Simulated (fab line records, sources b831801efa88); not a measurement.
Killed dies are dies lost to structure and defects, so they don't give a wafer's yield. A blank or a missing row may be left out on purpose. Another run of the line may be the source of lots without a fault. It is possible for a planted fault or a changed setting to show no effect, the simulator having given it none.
A struck lot beside a sound one ; flow sky130 ; 18 out of 708 route steps
Sound: the wafers L973.1, L973.4, L973.6. Struck: wafer L988.4 (L988.1, L988.3, from the same lot, were not struck and are left out); the cause is given at the end.
Each step with rows lists, per side, the tool, then ch with its chambers, then its first start. Under that, the readings that differ: sound wafers ; struck wafers ; difference of the means ; sigmas: that difference in standard deviations of wafers without a fault.
alike: readings with means less than 2 such deviations apart, plus words and numbers identical on both sides. not compared: withheld readings, readings lacking a value on some wafer, bounds such as >300 that could conceal the same value, and numbers that have no deviation in the record and whose values overlap.
A row with sigmas, a row that says differs or no value, or rows on one side alone: a step with any of these is where the two part. Numbers that have no deviation but don't overlap get no sigmas and don't part them. A reading that every wafer of one side lacks parts them only if that side has two wafers or more.

first, 3 steps without rows for these wafers: SKY_VIA3_EXPOSE_09 (exposes mask VIM3, target cd 200 nm); SKY_VIA3_PEB_10; SKY_VIA3_DEVELOP_11 (develop time 60 s).
SKY_VIA3_CD_MEAS_12 targets a cd of 200 nm.
  sound on cd_sem-01 at day 40 22:28; struck on cd_sem-01 at day 45 07:54
  alike: cd_nm
SKY_VIA3_OVL_MEAS_13:
  sound on overlay-02 at day 40 22:35; struck on overlay-02 at day 45 08:01
  alike: VIA3_OVL
SKY_VIA3_ETCH_14: etches BARC in N2/H2, stops on SiO2, time 45.9 s, target depth 60 nm.
  sound on rie_diel-01 ch 1,2,3, day 40 22:37; struck on rie_diel-04 ch 2, day 45 08:03
  alike: drypump_motor_current_A, oes_product_au, rf_fwd_power_W, throttle_valve_pct
  not compared: rf_hours_counter_h
SKY_VIA3_ETCH_15: etches SiO2 in C4F8/O2/Ar, stops on TiN, target depth 507 nm, time 78 s.
  sound on rie_diel-01 ch 1,2,3, day 40 22:40; struck on rie_diel-04 ch 2, day 45 08:06
  alike: oes_product_au, rf_fwd_power_W
  not compared: rf_hours_counter_h
SKY_VIA3_STRIP_16: strips in O2/N2.
  sound on plasma_asher-04 ch 0,1, day 40 22:43; struck on plasma_asher-04 ch 0, day 45 08:10
  alike: drypump_motor_current_A, oes_product_au, strip_time_to_endpoint_s
  not compared: rf_hours_counter_h
then, 3 steps without rows for these wafers: SKY_VIA3_STRIP_17 (strips in post etch residue remover, time 1200 s); SKY_VIA3_CLEAN_18 (cleans in IPA, time 180 s); SKY_VIA3_CLEAN_19 (cleans in O3/DIW).
SKY_VIA3_SPUTTER_20: material TiN, target thk 20 nm, time 80 s.
  sound on pvd_sputter-03 at day 40 23:19; struck on pvd_sputter-04 at day 45 08:48
  alike: throttle_valve_pct
SKY_VIA3_CVD_21: deposits W, target thk 390 nm, time 117.31 s.
  sound on cvd_w-02 ch 0,1, day 40 23:22; struck on cvd_w-02 ch 0, day 45 08:52
reading;sound;struck;difference;sigmas
model.W_of_VIA3_CVD_21.thk_nm (nm);392.1 404.5 396.3;271.3;-126.3;
  alike: heater_power_w
SKY_VIA3_RS_MEAS_22: measurement is done with a four-point probe.
  sound on film_metro-02 at day 40 23:30; struck on film_metro-04 at day 45 09:28
reading;sound;struck;difference;sigmas
VIA3_W_RS (ohm/sq);0.292 0.283 0.289;0.425;+0.137;+32
  not compared: hold
SKY_VIA3_THK_MEAS_23: measures by xrf.
  sound on film_metro-02 at day 40 23:37; struck on film_metro-04 at day 45 11:44
reading;sound;struck;difference;sigmas
VIA3_W_THK (nm);403 421 408;273;-138;-18
  not compared: hold
SKY_VIA3_CMP_24: polishes, stops on SiO2, t overpolish 20 s, target thk 0 nm.
  sound on cmp-01 ch 1,2,3, day 40 23:47; struck on cmp-01 ch 0, day 45 14:07
reading;sound;struck;difference;sigmas
hold;- - -;await_dispo/2.2h/release;no value on the sound wafers;
motor_current_A (A);10.8 10.5 11.7;13.8;+2.8;+3
time_to_endpoint_s (s);96 92 92;67;-26;-8
SKY_METAL4_SPUTTER_00: material Ti, target thk 15 nm, time 10 s.
  sound on pvd_sputter-01 at day 40 23:59; struck on pvd_sputter-03 at day 45 14:25
  alike: throttle_valve_pct
-- the record jumps here: 5 days lie between the struck wafers' starts before and after (it left off in module METAL4 and takes up again in module PAD_OPEN, whose first step shown is number 708 of the route) --
SKY_PAD_OPEN_PROBE_99:
  sound on prober-01 at day 46 23:26; struck on prober-01 at day 50 10:50
reading;sound;struck;difference;sigmas
sort_bin_3_pad_short (%);0.2 0.6 1.0;1.6;+1.0;+2
  alike: defect_limited_yield, killed_at_M0_to_M3, killed_at_M4_up, killed_at_contacts, killed_at_front_end, killed_at_other, killed_dies, killed_on_rim, killed_open, killed_short, sort_bin_5_function, sort_bin_6_memory, sort_n_pass, sort_yield_pct

WHERE THEY PART
Last at SKY_PAD_OPEN_PROBE_99 as far as this record goes, first at SKY_VIA3_RS_MEAS_22.

WHY: the cause the simulator had injected
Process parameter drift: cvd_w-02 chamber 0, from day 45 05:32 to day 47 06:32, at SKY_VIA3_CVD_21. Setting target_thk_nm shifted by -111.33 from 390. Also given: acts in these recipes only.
